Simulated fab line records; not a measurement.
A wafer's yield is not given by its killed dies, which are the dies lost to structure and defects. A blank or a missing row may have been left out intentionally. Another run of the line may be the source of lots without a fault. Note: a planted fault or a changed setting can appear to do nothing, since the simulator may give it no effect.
Struck lot and sound lot, side by side -- flow sfq-line -- 24 out of 325 route steps
Sound: the wafers L310.2, L310.3, L310.4. Struck: wafers L314.2, L314.5, L314.6. At the end, the cause is stated.
Per side, at each step with rows, come the tool, then ch with its chambers, and then its first start. Under that, the readings that differ: sound wafers -- struck wafers -- difference of the means -- sigmas: that difference in standard deviations of wafers without a fault.
alike: a reading whose means differ by less than 2 such deviations, as well as words and numbers matching on both sides. not compared: withheld readings; readings where some wafer has no value; bounds like >300 that might hide an equal value; numbers whose values overlap and for which the record gives no deviation.
A row with sigmas, a row that says differs or no value, or rows on one side alone: a step with any of these is where the two part. Numbers that don't overlap but have no deviation are shown without sigmas and don't part them. Lack of a reading on every wafer of one side parts them only where that side has two or more wafers.

first, 6 steps without rows for these wafers: SFQ_TRILAYER_I1_VIA_LITHO_COAT_054 (resist thk 62 nm); SFQ_TRILAYER_I1_VIA_LITHO_COAT_049 (resist thk 650 nm); SFQ_TRILAYER_I1_VIA_LITHO_SOFTBAKE_053; SFQ_TRILAYER_I1_VIA_LITHO_EXPOSE_050 (exposes mask I1, target cd 500 nm); SFQ_TRILAYER_I1_VIA_LITHO_PEB_052 (peb time 60 s); SFQ_TRILAYER_I1_VIA_LITHO_DEVELOP_051 (time 60 s).
SFQ_I1_OVL_MEAS_913:
  struck on overlay-02, day 36 00:03; sound on overlay-01, day 34 22:58
  alike: I1_OVL
SFQ_TRILAYER_I1_VIA_BARC_OPEN_VIA_ETCH_071: etches BARC in O2, target depth 125 nm, time 41.7 s.
  sound on rie-diel-02 ch 0,1,3, day 34 23:00; struck on rie-diel-02 ch 1,3, day 36 00:05
  alike: drypump-motor-current-A, oes-product-au
  not compared: rf-hours-counter-h
SFQ_TRILAYER_I1_VIA_ETCH_VIA_ETCH_052: etches SiO2 in CHF3, stops on Nb, target depth 260 nm.
  sound on rie-diel-02 ch 0,1,3, day 34 23:02; struck on rie-diel-02 ch 1,3, day 36 00:07
  alike: drypump-motor-current-A, oes-product-au
SFQ_TRILAYER_I1_VIA_STRIP_STRIP_053: strips in O2.
  sound on rie-metal-01 ch 0,1, day 34 23:09; struck on rie-metal-04 ch 0,1, day 36 00:14
  alike: drypump-motor-current-A, oes-product-au
  not compared: rf-hours-counter-h
then, 2 steps without rows for these wafers: SFQ_TRILAYER_I1_VIA_STRIP_SOLV_CLEAN_054 (cleans in NMP, time 600 s); SFQ_TRILAYER_M2_DEP_PRE_CLEAN_056 (time 22.5 s).
SFQ_TRILAYER_M2_DEP_SPUTTER_055: material Nb, target thk 200 nm, time 133.3 s.
  struck on pvd-sputter-04, day 36 01:18; sound on pvd-sputter-04, day 34 23:58
  alike: throttle-valve-pct
SFQ_M2_RS_MEAS_914: uses a four-point probe to measure.
  struck on film-metro-04, day 36 01:25; sound on film-metro-02, day 35 00:05
reading,sound,struck,difference,sigmas
M2_NB_RS (ohm/sq),0.892 0.892 0.893,0.444 0.443 0.439,-0.450,-62
then, 6 steps without rows for these wafers: SFQ_TRILAYER_M2_LITHO_COAT_062 (resist thk 62 nm); SFQ_TRILAYER_M2_LITHO_COAT_057 (resist thk 600 nm); SFQ_TRILAYER_M2_LITHO_SOFTBAKE_061; SFQ_TRILAYER_M2_LITHO_EXPOSE_058 (exposes mask M2, target cd 500 nm); SFQ_TRILAYER_M2_LITHO_PEB_060 (peb time 60 s); SFQ_TRILAYER_M2_LITHO_DEVELOP_059 (time 60 s).
-- the record jumps here: 6 days lie between the struck wafers' starts before and after --
SFQ_M2_OVL_MEAS_916:
  struck on overlay-01, day 41 16:43; sound on overlay-01, day 40 14:11
  alike: M2_OVL
SFQ_TRILAYER_M2_BARC_OPEN_METAL_ETCH_077: etches BARC in O2, target depth 125 nm, time 41.7 s.
  sound on rie-metal-04 ch 0,1, day 40 14:13; struck on rie-metal-03 ch 0,1, day 41 16:45
  alike: drypump-motor-current-A, oes-product-au
  not compared: rf-hours-counter-h
SFQ_TRILAYER_M2_ETCH_METAL_ETCH_060: etches Nb in Cl2/Ar, stops on SiO2, target depth 240 nm, time 120 s.
  sound on rie-metal-04 ch 0,1, day 40 14:18; struck on rie-metal-03 ch 0,1, day 41 16:49
reading,sound,struck,difference,sigmas
oes-product-au (a.u.),0.893 0.895 0.899,1.000 0.995 1.004,+0.104,+17
model.etch.depth-nm (nm),200.2 199.7 200.2,240.8 238.8 240.2,+39.9,
model.M2.feature-depth-nm (nm),200.2 199.7 200.2,240.8 238.8 240.2,+39.9,
  alike: drypump-motor-current-A
  not compared: rf-hours-counter-h
SFQ_TRILAYER_M2_STRIP_STRIP_061: strips in O2.
  sound on rie-metal-04 ch 0,1, day 40 14:28; struck on rie-metal-03 ch 0,1, day 41 16:56
  alike: drypump-motor-current-A, oes-product-au
  not compared: rf-hours-counter-h

## WHERE THEY PART
Earliest at SFQ_M2_RS_MEAS_914; latest, in this record, at SFQ_TRILAYER_M2_ETCH_METAL_ETCH_060. Later steps at which nothing parts them and some readings are alike: SFQ_TRILAYER_M2_STRIP_STRIP_061.

WHY: what had been put in by the simulator
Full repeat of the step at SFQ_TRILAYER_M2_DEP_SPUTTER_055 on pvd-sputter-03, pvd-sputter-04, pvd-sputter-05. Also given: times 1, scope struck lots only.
